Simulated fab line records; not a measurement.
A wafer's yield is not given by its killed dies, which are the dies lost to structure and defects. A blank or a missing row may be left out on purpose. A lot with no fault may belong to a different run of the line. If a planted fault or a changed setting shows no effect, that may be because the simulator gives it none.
fab line records	flow sky130
record lots=7	wafers=21	last_day=50
route steps=708 shown POLY_GATE@227 LDD_N@237 PAD_OPEN@708
lots untouched by any fault: they come from a run of this same line in which no faults occurred
start_h: the number of hours between the record's first day and the start of the first shown wafer of the lot	wait_h: time in hours since the lot's previous step	" repeats the value in the row above	L1.1+2: a row that stands for several wafers	- no value, or no start was given	* or withheld: withheld	< > ~ a bound
route shown NAME@n: names a module that has steps shown in the file, with the first one's number in the route	usual: average and standard deviation across the fault-free wafers	same: alike in all rows	chamber/n: place in a boat	sites: per-site readings	_std_site: standard deviation of those values	_edge_site: inner sites' mean taken away from outer sites' mean	radius_mm: how far each site lies from the wafer's centre	mask NAME#n: copy n	behind: the last tool/chamber to shape the wafer	hold: reason for holding the lot/hours on hold/outcome of the hold	device: names the non-switching transistor (n, p or np)	end of line: at the end of the route, the tests of the same wafers	for a step that has no rows: nothing shown but its recipe	killed: count of dies lost to structure and defects at first sort (not the wafer's yield)	map: shows each die of a wafer: x if killed, . if not, _ if none is there
set.NAME: the setting as run; set.NAME@STEP: as run at that earlier step	model.NAME: the simulator's own value behind a step, which no gauge read
lots at some steps of the route; a table a step, a row a wafer
services: from which hour (start_h, from the record's first day; less than 0 if before it) a tool's chamber was out of use, for how many hours, and why
## steps
# step SKY_POLY_GATE_CD_MEAS_13
# recipe target_cd_nm=150
# usual cd_nm=149.5/1.7
lot.wafer	tool	chamber	start_h	wait_h	cd_nm
L802.2	cd_sem-01	-	374.25	-	150.4
L802.4	"	-	"	"	151.4
L802.5	"	-	"	"	152.0
L805.1	cd_sem-01	-	398.99	-	149.9
L805.4	"	-	"	"	148.9
L805.5	"	-	"	"	150.9
L806.1	cd_sem-02	-	404.23	-	148.2
L806.2	"	-	"	"	150.2
L806.5	"	-	"	"	150.3
L807.3	cd_sem-02	-	412.13	-	151.4
L807.5	"	-	"	"	152.3
L807.6	"	-	"	"	150.1
L819.2	cd_sem-02	-	518.52	-	147.0
L819.3	"	-	"	"	147.1
L819.4	"	-	"	"	146.1
L820.1	cd_sem-01	-	522.94	-	151.0
L820.2	"	-	"	"	149.9
L820.3	"	-	"	"	149.6
L825.4	cd_sem-02	-	568.99	-	147.4
L825.5	"	-	"	"	148.2
L825.6	"	-	"	"	149.5
# step SKY_POLY_GATE_OVL_MEAS_14
# usual POLY_GATE_OVL=1/4.2
lot.wafer	tool	chamber	start_h	wait_h	POLY_GATE_OVL[nm]
L802.2	overlay-01	-	374.35	0.1	-2
L802.4	"	-	"	"	-1
L802.5	"	-	"	"	-3
L805.1	overlay-01	-	399.11	0.1	4
L805.4	"	-	"	"	5
L805.5	"	-	"	"	-4
L806.1	overlay-02	-	404.35	0.1	1
L806.2	"	-	"	"	-5
L806.5	"	-	"	"	-4
L807.3	overlay-01	-	412.22	0.1	0
L807.5	"	-	"	"	-1
L807.6	"	-	"	"	-1
L819.2	overlay-01	-	518.63	0.1	5
L819.3	"	-	"	"	-5
L819.4	"	-	"	"	9
L820.1	overlay-01	-	523.06	0.1	0
L820.2	"	-	"	"	-1
L820.3	"	-	"	"	2
L825.4	overlay-02	-	569.07	0.1	7
L825.5	"	-	"	"	7
L825.6	"	-	"	"	2
# step SKY_POLY_GATE_ETCH_15
# recipe chemistry=N2/H2	target=BARC	ion_energy_ev=200	source_w=500	bias_w=100	pressure_mtorr=30	n2_flow_sccm=100	h2_flow_sccm=200	stop_on=SiO2	time_s=118.5	target_depth_a=1100
# usual chamber_pressure_mTorr=30.000/0.027	drypump_motor_current_A=5.6/0.41	oes_product_au=0.716/0.0041	throttle_valve_pct=13.212/0.0089
lot.wafer	tool	chamber	start_h	wait_h	chamber_pressure_mTorr	drypump_motor_current_A	oes_product_au	rf_hours_counter_h	throttle_valve_pct
L802.2	rie_diel-04	3	374.38	0.0	30.030	6.1	0.716	67	13.208
L802.4	"	2	"	"	30.028	5.2	0.709	74	13.217
L802.5	"	3	"	"	29.989	6.1	0.716	-	13.216
L805.1	rie_diel-03	1	399.14	0.0	30.045	5.0	0.721	6	13.215
L805.4	"	0	"	"	29.989	5.7	0.723	15	13.207
L805.5	"	2	"	"	30.005	5.4	0.718	-	13.222
L806.1	rie_diel-04	2	404.38	0.0	30.018	5.2	0.706	75	13.221
L806.2	"	0	"	"	29.995	5.3	0.724	76	13.210
L806.5	"	2	"	"	30.015	5.2	0.716	-	13.219
L807.3	rie_diel-04	0	412.24	0.0	29.980	5.3	0.717	76	13.213
L807.5	"	2	"	"	29.995	5.3	0.719	-	13.211
L807.6	"	3	"	"	29.996	6.0	0.717	-	13.213
L819.2	rie_diel-02	1	518.66	0.0	30.000	5.5	0.715	77	13.219
L819.3	"	0	"	"	30.003	5.3	0.713	47	13.217
L819.4	"	1	"	"	29.965	5.5	0.714	-	13.231
L820.1	rie_diel-03	1	523.09	0.0	29.988	5.0	0.716	9	13.217
L820.2	"	0	"	"	30.012	5.6	0.717	18	13.199
L820.3	"	2	"	"	30.013	5.4	0.715	4	13.197
L825.4	rie_diel-02	3	569.09	0.0	30.016	5.2	0.716	11	13.221
L825.5	"	2	"	"	29.993	6.0	0.719	-	13.223
L825.6	"	3	"	"	29.993	5.2	0.716	-	13.212
# step SKY_POLY_GATE_ETCH_16
# recipe stop_on=poly-Si	chemistry=CH3F/O2	target=Si3N4	source_w=400	bias_w=80	pressure_mtorr=25	ch3f_flow_sccm=40	O2_flow_sccm=30	time_s=147.5	target_depth_a=750
# usual chamber_pressure_mTorr=25.001/0.022	drypump_motor_current_A=5.6/0.41	oes_product_au=0.639/0.0049	throttle_valve_pct=10.535/0.0094
lot.wafer	tool	chamber	start_h	wait_h	chamber_pressure_mTorr	drypump_motor_current_A	oes_product_au	rf_hours_counter_h	throttle_valve_pct
L802.2	rie_diel-04	3	374.46	0.0	25.002	6.0	0.639	68	10.547
L802.4	"	2	"	"	24.959	5.2	0.634	74	10.521
L802.5	"	3	"	"	24.995	6.0	0.640	-	10.523
L805.1	rie_diel-03	1	399.22	0.0	25.009	5.0	0.633	6	10.536
L805.4	"	0	"	"	24.991	5.7	0.645	15	10.540
L805.5	"	2	"	"	25.017	5.4	0.646	-	10.547
L806.1	rie_diel-04	2	404.46	0.0	24.961	5.3	0.644	75	10.550
L806.2	"	0	"	"	25.024	5.3	0.631	76	10.513
L806.5	"	2	"	"	25.023	5.3	0.633	-	10.549
L807.3	rie_diel-04	0	412.32	0.0	25.047	5.2	0.648	76	10.545
L807.5	"	2	"	"	25.032	5.3	0.638	-	10.536
L807.6	"	3	"	"	24.965	6.0	0.646	-	10.545
L819.2	rie_diel-02	1	518.74	0.0	24.978	5.5	0.626	77	10.538
L819.3	"	0	"	"	24.981	5.3	0.637	47	10.526
L819.4	"	1	"	"	24.987	5.5	0.633	-	10.540
L820.1	rie_diel-03	1	523.17	0.0	25.012	5.0	0.637	9	10.536
L820.2	"	0	"	"	25.009	5.7	0.642	18	10.543
L820.3	"	2	"	"	25.003	5.4	0.647	4	10.524
L825.4	rie_diel-02	3	569.17	0.0	24.993	5.2	0.638	11	10.540
L825.5	"	2	"	"	25.034	6.0	0.646	-	10.529
L825.6	"	3	"	"	25.067	5.2	0.638	-	10.525
# step SKY_POLY_GATE_ETCH_17
# recipe target_depth_nm=180	stop_on=SiO2	over_etch_frac=0.56667	chemistry=HBr/Cl2	target=poly-Si	icp_w=400	bias_w=100	pressure_mtorr=10	HBr_flow_sccm=150	Cl2_flow_sccm=50	time_s=70.5
# usual chamber_pressure_mTorr=10.001/0.009	drypump_motor_current_A=6.0/0.58	oes_product_au=0.983/0.0079	throttle_valve_pct=33.685/0.01
lot.wafer	tool	chamber	start_h	wait_h	chamber_pressure_mTorr	drypump_motor_current_A	oes_product_au	rf_hours_counter_h	throttle_valve_pct
L802.2	rie_si-02	2	374.56	0.0	10.004	6.1	0.987	84	33.675
L802.4	"	2	"	"	10.010	6.1	0.984	-	33.704
L802.5	"	0	"	"	9.991	6.7	0.989	-	33.676
L805.1	rie_si-02	1	399.32	0.0	9.981	5.7	0.980	42	33.681
L805.4	"	2	"	"	9.983	6.1	0.985	0	33.691
L805.5	"	0	"	"	9.994	6.7	0.984	-	33.679
L806.1	rie_si-02	3	404.56	0.0	9.998	5.1	0.978	4	33.704
L806.2	"	2	"	"	9.996	6.1	0.994	0	33.679
L806.5	"	2	"	"	10.005	6.1	0.997	-	33.687
L807.3	rie_si-02	3	412.42	0.0	10.005	5.1	0.960	4	33.695
L807.5	"	2	"	"	9.991	6.1	0.983	-	33.672
L807.6	"	1	"	"	9.994	5.7	0.978	-	33.668
L819.2	rie_si-01	2	518.84	0.0	9.998	6.4	0.985	1	33.670
L819.3	"	0	"	"	9.992	6.5	0.979	2	33.694
L819.4	"	3	"	"	9.997	6.1	0.991	4	33.671
L820.1	rie_si-02	2	523.27	0.0	10.011	6.1	0.983	1	33.677
L820.2	"	1	"	"	9.998	5.7	0.981	43	33.685
L820.3	"	3	"	"	9.994	5.1	0.976	4	33.682
L825.4	rie_si-01	3	569.27	0.0	9.992	6.1	0.974	4	33.687
L825.5	"	3	"	"	9.980	6.1	0.975	-	33.666
L825.6	"	2	"	"	9.993	6.4	0.980	-	33.683
# step SKY_POLY_GATE_STRIP_18
# recipe chemistry=O2/N2	power_w=1400	pressure_mtorr=1500	platen_temp_c=withheld	o2_flow_sccm=3000	n2_flow_sccm=300	overash_fraction=0.5
# usual chamber_pressure_mTorr=1500.0/1.4	drypump_motor_current_A=6.0/0.52	oes_product_au=0.362/0.0046	strip_time_to_endpoint_s=3.18/0.038
lot.wafer	tool	chamber	start_h	wait_h	chamber_pressure_mTorr	drypump_motor_current_A	oes_product_au	rf_hours_counter_h	strip_time_to_endpoint_s
L802.2	plasma_asher-03	0	374.62	0.0	1498.3	5.2	0.361	55	3.23
L802.4	"	1	"	"	1497.9	6.3	0.361	-	3.12
L802.5	"	0	"	"	1501.3	5.2	0.359	-	3.20
L805.1	plasma_asher-04	0	399.38	0.0	1499.3	6.3	0.370	72	3.22
L805.4	"	1	"	"	1500.7	6.7	0.355	-	3.19
L805.5	"	0	"	"	1499.0	6.2	0.357	-	3.21
L806.1	plasma_asher-04	1	404.62	0.0	1500.8	6.7	0.369	72	3.15
L806.2	"	0	"	"	1500.5	6.2	0.372	72	3.15
L806.5	"	0	"	"	1498.7	6.2	0.357	-	3.11
L807.3	plasma_asher-03	1	412.51	0.1	1501.8	6.3	0.369	-	3.22
L807.5	"	0	"	"	1500.0	5.2	0.359	-	3.12
L807.6	"	1	"	"	1500.3	6.3	0.361	-	3.21
L819.2	plasma_asher-03	0	518.90	0.0	1500.0	5.2	0.362	70	3.12
L819.3	"	1	"	"	1500.6	6.3	0.364	-	3.15
L819.4	"	0	"	"	1500.8	5.2	0.363	-	3.15
L820.1	plasma_asher-04	0	523.33	0.0	1499.0	6.3	0.360	85	3.18
L820.2	"	1	"	"	1497.2	6.7	0.365	85	3.17
L820.3	"	1	"	"	1499.8	6.7	0.367	-	3.17
L825.4	plasma_asher-02	0	569.36	0.1	1499.9	5.6	0.356	-	3.19
L825.5	"	1	"	"	1500.9	5.8	0.361	-	3.17
L825.6	"	0	"	"	1496.6	5.6	0.362	-	3.18
# step SKY_POLY_GATE_CLEAN_19
# recipe chemistry=SC1/SC2	mix=1:4:20	temp_c=70	time_s=150	dry=n2_spin
# step SKY_POLY_GATE_OXIDATION_20
# recipe temp_c=850	ambient=O2	stabilise_s=600	purge_s=300	target_thk_a=40	ox_time_s=899
# step SKY_POLY_GATE_THK_MEAS_21
# recipe reads=SiO2_of_POLY_GATE_OXIDATION_20
# usual POLY_GATE_OXIDATION_THK=4.01/0.073
lot.wafer	tool	chamber	start_h	wait_h	POLY_GATE_OXIDATION_THK[nm]
L802.2	film_metro-01	-	376.63	0.0	3.97
L802.4	"	-	"	"	3.94
L802.5	"	-	"	"	4.06
L805.1	film_metro-03	-	401.91	0.0	3.95
L805.4	"	-	"	"	4.07
L805.5	"	-	"	"	4.07
L806.1	film_metro-02	-	406.02	0.0	4.11
L806.2	"	-	"	"	4.01
L806.5	"	-	"	"	4.03
L807.3	film_metro-01	-	414.08	0.0	4.02
L807.5	"	-	"	"	4.06
L807.6	"	-	"	"	4.08
L819.2	film_metro-01	-	520.31	0.0	3.88
L819.3	"	-	"	"	3.91
L819.4	"	-	"	"	3.96
L820.1	film_metro-01	-	524.73	0.0	4.13
L820.2	"	-	"	"	4.12
L820.3	"	-	"	"	4.02
L825.4	film_metro-03	-	574.42	0.0	4.04
L825.5	"	-	"	"	3.96
L825.6	"	-	"	"	4.03
# step SKY_POLY_GATE_CD_MEAS_22
# usual cd_nm=149/3
lot.wafer	tool	chamber	start_h	wait_h	cd_nm
L802.2	cd_sem-02	-	376.71	0.1	153
L802.4	"	-	"	"	153
L802.5	"	-	"	"	155
L805.1	cd_sem-02	-	401.97	0.1	149
L805.4	"	-	"	"	153
L805.5	"	-	"	"	155
L806.1	cd_sem-02	-	406.08	0.1	145
L806.2	"	-	"	"	146
L806.5	"	-	"	"	150
L807.3	cd_sem-01	-	414.18	0.1	144
L807.5	"	-	"	"	153
L807.6	"	-	"	"	149
L819.2	cd_sem-02	-	520.39	0.1	148
L819.3	"	-	"	"	146
L819.4	"	-	"	"	148
L820.1	cd_sem-02	-	524.79	0.1	151
L820.2	"	-	"	"	149
L820.3	"	-	"	"	152
L825.4	cd_sem-01	-	574.53	0.1	147
L825.5	"	-	"	"	148
L825.6	"	-	"	"	145
# step SKY_LDD_N_DEHYDRATE_00
# recipe temp_c=200	time_s=60
# step SKY_LDD_N_HMDS_01
# recipe prime_time_s=60	prime_temp_c=120
# step SKY_LDD_N_COAT_02
# recipe resist=NOVOLAK	spin_rpm=3000	resist_thk_nm=300
# usual spin_speed_rpm=2999.7/1.8
lot.wafer	tool	chamber	start_h	wait_h	spin_speed_rpm	model.NOVOLAK_of_LDD_N_COAT_02.thk_nm
L802.2	litho_track-04	0	391.51	0.1	2998.3	300.4
L802.4	"	0	"	"	3001.4	298.9
L802.5	"	0	"	"	2998.4	299.4
L805.1	litho_track-02	0	417.04	0.1	2933.5	303.6
L805.4	"	0	"	"	2931.2	304.3
L805.5	"	0	"	"	2930.9	304.2
L806.1	litho_track-02	0	421.09	0.1	2930.4	303.9
L806.2	"	0	"	"	2929.9	304.3
L806.5	"	0	"	"	2931.5	303.7
L807.3	litho_track-02	0	428.74	0.1	2929.6	304.7
L807.5	"	0	"	"	2931.2	304.7
L807.6	"	0	"	"	2932.7	304.7
L819.2	litho_track-02	0	535.01	0.1	2999.9	300
L819.3	"	0	"	"	2997.0	301.3
L819.4	"	0	"	"	2997.4	300.9
L820.1	litho_track-02	0	539.64	0.1	3001.6	301.2
L820.2	"	0	"	"	3000.4	302.1
L820.3	"	0	"	"	2999.2	300.1
L825.4	litho_track-03	0	589.21	0.1	2997.2	299.3
L825.5	"	0	"	"	2999.5	298.8
L825.6	"	0	"	"	2996.5	298.6
# step SKY_LDD_N_SOFTBAKE_03
# recipe temp_c=88.91	time_s=60	resist=NOVOLAK
# step SKY_LDD_N_EXPOSE_04
# recipe mask_id=NTM	target_cd_nm=840	na=0.6	source_shape=conventional	sigma_outer=0.6	dose_mj=110
# step SKY_LDD_N_PEB_05
# recipe temp_c=withheld	time_s=*	resist=NOVOLAK
# step SKY_LDD_N_DEVELOP_06
# recipe develop_time_s=60	dev_temp_c=23
lot.wafer	tool	chamber	start_h	wait_h	model.NOVOLAK_of_LDD_N_COAT_02.thk_nm
L802.2	litho_track-02	0	405.66	0.1	300.8
L802.4	"	0	"	"	299.4
L802.5	"	0	"	"	299.8
L805.1	litho_track-03	0	431.49	0.1	304
L805.4	"	0	"	"	304.8
L805.5	"	0	"	"	304.6
L806.1	litho_track-03	0	435.99	0.1	304.4
L806.2	"	0	"	"	304.8
L806.5	"	0	"	"	304.1
L807.3+5+6	litho_track-04	0	444.28	0.1	305.2
L819.2	litho_track-04	0	550.25	0.1	300.4
L819.3	"	0	"	"	301.8
L819.4	"	0	"	"	301.4
L820.1	litho_track-02	0	554.69	0.1	301.7
L820.2	"	0	"	"	302.5
L820.3	"	0	"	"	300.6
L825.4	litho_track-03	0	603.66	0.1	299.7
L825.5	"	0	"	"	299.2
L825.6	"	0	"	"	299.1
# step SKY_LDD_N_OVL_MEAS_07
# usual LDD_N_OVL=1.8/1.4
lot.wafer	tool	chamber	start_h	wait_h	LDD_N_OVL[nm]
L802.2	overlay-01	-	405.79	0.1	1.2
L802.4	"	-	"	"	1.3
L802.5	"	-	"	"	2.3
L805.1	overlay-02	-	431.64	0.1	2.7
L805.4	"	-	"	"	4.7
L805.5	"	-	"	"	2.9
L806.1	overlay-02	-	436.14	0.1	4.8
L806.2	"	-	"	"	4.2
L806.5	"	-	"	"	3.9
L807.3	overlay-02	-	444.39	0.1	0.7
L807.5	"	-	"	"	1.6
L807.6	"	-	"	"	-0.4
L819.2	overlay-02	-	550.39	0.1	0.4
L819.3	"	-	"	"	2.2
L819.4	"	-	"	"	1.9
L820.1	overlay-01	-	554.84	0.1	1.5
L820.2	"	-	"	"	-0.3
L820.3	"	-	"	"	-0.7
L825.4	overlay-01	-	603.75	0.1	3.7
L825.5	"	-	"	"	4.1
L825.6	"	-	"	"	5.4
# step SKY_LDD_N_IMPLANT_08
# recipe species=As	energy_kev=20	dose_cm2=7.5e+13	tilt_deg=withheld	rotation_deg=23
# step SKY_LDD_N_IMPLANT_09
# recipe species=As	energy_kev=20	dose_cm2=7.5e+13	tilt_deg=withheld	rotation_deg=113
# step SKY_LDD_N_IMPLANT_10
# recipe species=As	energy_kev=20	dose_cm2=7.5e+13	tilt_deg=withheld	rotation_deg=203
# step SKY_LDD_N_IMPLANT_11
# recipe species=As	energy_kev=20	dose_cm2=7.5e+13	tilt_deg=withheld	rotation_deg=293
# step SKY_LDD_N_IMPLANT_12
# recipe species=BF2	energy_kev=50	dose_cm2=5e+12	tilt_deg=30	rotation_deg=0
# step SKY_LDD_N_IMPLANT_13
# recipe species=BF2	energy_kev=50	dose_cm2=5e+12	tilt_deg=30	rotation_deg=90
# step SKY_LDD_N_IMPLANT_14
# recipe species=BF2	energy_kev=50	dose_cm2=5e+12	tilt_deg=30	rotation_deg=180
# step SKY_LDD_N_IMPLANT_15
# recipe species=BF2	energy_kev=50	dose_cm2=5e+12	tilt_deg=30	rotation_deg=270
# step SKY_LDD_N_STRIP_16
# recipe chemistry=O2/N2	power_w=1400	pressure_mtorr=1500	platen_temp_c=withheld	o2_flow_sccm=3000	n2_flow_sccm=300	overash_fraction=0.5
# usual chamber_pressure_mTorr=1500.1/1.3	drypump_motor_current_A=5.8/0.42	oes_product_au=0.407/0.0049	strip_time_to_endpoint_s=4.328/0.015
lot.wafer	tool	chamber	start_h	wait_h	chamber_pressure_mTorr	drypump_motor_current_A	oes_product_au	rf_hours_counter_h	strip_time_to_endpoint_s
L802.2	plasma_asher-03	0	407.02	0.1	1500.2	5.2	0.405	59	4.332
L802.4	"	0	"	"	1499.6	5.2	0.410	-	4.323
L802.5	"	1	"	"	1499.8	6.3	0.407	-	4.311
L805.1	plasma_asher-03	0	432.87	0.1	1499.8	5.2	0.407	62	4.374
L805.4	"	0	"	"	1499.6	5.2	0.412	-	4.373
L805.5	"	0	"	"	1500.7	5.2	0.406	-	4.381
L806.1	plasma_asher-03	0	437.37	0.1	1499.5	5.2	0.410	63	4.374
L806.2	"	1	"	"	1500.7	6.3	0.418	63	4.378
L806.5	"	0	"	"	1498.4	5.2	0.402	-	4.356
L807.3	plasma_asher-03	1	445.65	0.1	1501.7	6.3	0.418	-	4.394
L807.5	"	0	"	"	1497.8	5.2	0.412	-	4.387
L807.6	"	1	"	"	1499.2	6.3	0.408	-	4.392
L819.2	plasma_asher-01	1	551.62	0.1	1499.6	6.1	0.406	45	4.333
L819.3	"	0	"	"	1499.9	5.5	0.409	-	4.344
L819.4	"	1	"	"	1501.6	6.1	0.408	-	4.326
L820.1	plasma_asher-01	0	556.07	0.1	1502.0	5.5	0.406	45	4.351
L820.2	"	1	"	"	1501.6	6.1	0.403	45	4.351
L820.3	"	0	"	"	1499.7	5.5	0.406	-	4.323
L825.4	plasma_asher-01	1	605.00	0.1	1501.3	6.1	0.400	-	4.318
L825.5	"	0	"	"	1499.4	5.5	0.400	-	4.311
L825.6	"	1	"	"	1497.1	6.1	0.411	-	4.303
# step SKY_LDD_N_TW_MEAS_17
# usual LDD_N_TW=2595/19
lot.wafer	tool	chamber	start_h	wait_h	LDD_N_TW
L802.2	film_metro-02	-	407.13	0.1	2579
L802.4	"	-	"	"	2579
L802.5	"	-	"	"	2589
L805.1	film_metro-04	-	432.97	0.1	2593
L805.4	"	-	"	"	2604
L805.5	"	-	"	"	2601
L806.1	film_metro-03	-	437.47	0.1	2573
L806.2	"	-	"	"	2565
L806.5	"	-	"	"	2564
L807.3	film_metro-04	-	445.74	0.1	2596
L807.5	"	-	"	"	2606
L807.6	"	-	"	"	2601
L819.2	film_metro-03	-	551.73	0.1	2596
L819.3	"	-	"	"	2588
L819.4	"	-	"	"	2610
L820.1	film_metro-03	-	556.17	0.1	2575
L820.2	"	-	"	"	2576
L820.3	"	-	"	"	2582
L825.4	film_metro-04	-	605.10	0.1	2628
L825.5	"	-	"	"	2628
L825.6	"	-	"	"	2625
# step SKY_PAD_OPEN_PROBE_99
# usual killed_at_M0_to_M3=43/7.7	killed_at_M4_up=2.9/1.7	killed_at_contacts=24/5.5	killed_at_front_end=15/4	killed_at_other=0.4/0.66	killed_dies=86/9.4	killed_open=47/6.7	killed_short=38/6.2
# same gross_dies=492	killed_at_back_side=0
lot.wafer	tool	chamber	start_h	wait_h	killed_at_M0_to_M3	killed_at_M4_up	killed_at_contacts	killed_at_front_end	killed_at_other	killed_dies	killed_open	killed_short
L802.2	prober-02	-	1074.36	0.1	53	3	19	10	0	85	50	35
L802.4	prober-02	-	1074.46	0.2	53	3	24	14	0	94	50	43
L802.5	prober-02	-	1074.51	0.2	51	2	31	14	0	98	51	47
L806.1	prober-02	-	1096.15	0.1	50	0	25	21	0	96	38	57
L806.2	prober-02	-	1096.20	0.1	47	2	27	15	0	91	46	44
L806.5	prober-02	-	1096.35	0.2	44	2	30	16	0	92	53	38
L820.1	prober-02	-	1172.45	0.1	43	1	29	13	0	86	48	38
L820.2	prober-02	-	1172.50	0.1	48	2	21	10	1	82	46	35
L820.3	prober-02	-	1172.55	0.2	60	1	15	12	2	90	45	44
# killed by level:class
L802.2 VIA1:geometric_particle:open=15 CONTACT:geometric_particle:open=11 VIA3:geometric_particle:open=9 METAL2:geometric_particle:short=8 METAL1:geometric_particle:short=5 CONTACT:geometric_particle:short=4 VIA1:geometric_particle:short=4 VIA2:geometric_particle:open=4
L802.4 VIA1:geometric_particle:open=18 LI_CONTACT:geometric_particle:open=11 VIA1:geometric_particle:short=9 CONTACT:geometric_particle:open=7 METAL2:geometric_particle:short=5 FIELD_ISO:geometric_particle:short=4 POLY_GATE:geometric_particle:short=4 METAL3:geometric_particle:short=4
L802.5 CONTACT:geometric_particle:short=10 LI_CONTACT:geometric_particle:open=9 CONTACT:geometric_particle:open=8 VIA1:geometric_particle:short=8 VIA1:geometric_particle:open=7 METAL2:geometric_particle:short=7 FIELD_ISO:geometric_particle:open=5 METAL1:geometric_particle:short=5
L806.1 METAL1:geometric_particle:short=9 LI_CONTACT:geometric_particle:open=8 VIA2:geometric_particle:open=8 CONTACT:geometric_particle:short=7 VIA1:geometric_particle:open=7 METAL2:geometric_particle:short=7 FIELD_ISO:geometric_particle:short=6 POLY_GATE:geometric_particle:short=6
L806.2 LI_CONTACT:geometric_particle:open=12 METAL1:geometric_particle:short=9 VIA1:geometric_particle:open=8 FIELD_ISO:geometric_particle:short=6 CONTACT:geometric_particle:open=6 METAL2:geometric_particle:short=6 VIA1:geometric_particle:short=5 VIA2:geometric_particle:open=5
L806.5 LI_CONTACT:geometric_particle:open=10 VIA2:geometric_particle:open=10 CONTACT:geometric_particle:open=9 VIA1:geometric_particle:open=8 VIA3:geometric_particle:open=5 CONTACT:geometric_particle:short=5 METAL1:geometric_particle:short=5 POLY_GATE:geometric_particle:open=4
L820.1 VIA1:geometric_particle:open=14 LI_CONTACT:geometric_particle:open=10 CONTACT:geometric_particle:short=8 CONTACT:geometric_particle:open=6 VIA2:geometric_particle:open=6 FIELD_ISO:geometric_particle:open=5 METAL2:geometric_particle:short=5 POLY_GATE:geometric_particle:short=4
L820.2 VIA1:geometric_particle:open=16 VIA1:geometric_particle:short=7 LI_CONTACT:geometric_particle:open=6 CONTACT:geometric_particle:open=6 METAL1:geometric_particle:short=5 METAL2:geometric_particle:short=5 VIA2:geometric_particle:open=4 VIA3:geometric_particle:short=4
L820.3 VIA2:geometric_particle:open=10 METAL2:geometric_particle:short=8 VIA3:geometric_particle:open=7 METAL1:geometric_particle:short=7 VIA1:geometric_particle:short=6 CONTACT:geometric_particle:open=6 VIA1:geometric_particle:open=6 POLY_GATE:geometric_particle:short=5
## services
tool	chamber	start_h	hours	kind
plasma_asher-03	-	352.82	8.9	repair
rie_diel-02	2	360.90	2.2	repair
plasma_asher-03	-	364.48	7.3	repair
rie_si-02	3	367.68	11.2	repair
plasma_asher-04	-	384.16	4.2	repair
plasma_asher-02	-	385.04	21.0	repair
rie_diel-04	-	389.13	14.6	pm
plasma_asher-02	-	421.25	9.0	pm
rie_diel-03	2	430.03	2.6	repair
plasma_asher-01	-	458.78	8.1	repair
plasma_asher-03	-	475.92	3.0	repair
plasma_asher-03	-	492.63	7.9	repair
rie_diel-02	0	501.77	2.9	repair
plasma_asher-02	-	512.16	2.7	pm
rie_diel-02	2	517.24	14.0	repair
rie_si-01	1	533.03	7.0	repair
rie_diel-04	0	570.07	-	clean
rie_diel-04	0	570.07	15.3	scheduled_down
rie_diel-04	0	570.07	15.3	vent_cycle
plasma_asher-02	-	575.01	9.5	repair
rie_diel-04	2	585.32	-	clean
rie_si-01	0	589.72	15.1	repair
rie_si-02	3	595.94	7.9	repair
plasma_asher-04	-	604.98	2.0	repair
## key
first_sign step=SKY_LDD_N_COAT_02	reading=spin_speed_rpm	direction=down	sigmas=39	usual=2999.7	struck=2931.2
effect step=SKY_LDD_N_STRIP_16	reading=strip_time_to_endpoint_s	direction=up	sigmas=3.4	usual=*	struck=*
model_effect step=SKY_LDD_N_COAT_02	value=NOVOLAK_of_LDD_N_COAT_02.thk_nm	without=300.7	struck=304.2
model_effect step=SKY_LDD_N_DEVELOP_06	value=NOVOLAK_of_LDD_N_COAT_02.thk_nm	without=301.2	struck=304.7
met_at SKY_LDD_N_COAT_02
struck_wafers L805.1,L805.4,L805.5,L806.1,L806.2,L806.5,L807.3,L807.5,L807.6
tester_left_out L805,L806,L807
fault kind=process_parameter_drift	tool=litho_track-02	chamber=-	onset_h=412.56	steps=SKY_LDD_N_COAT_02	channel=spin_rpm	offset=-68.859	shape=step	end_h=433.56	acts_in=these_recipes_only	stated=3000
# tester_left_out: of these lots the tester's yield and bins aren't shown, on N5 and GAA mostly nor the transistor test; their killed dies are dies lost to structure and defects alone, not to doping, threshold or leakage, so they don't give the yield
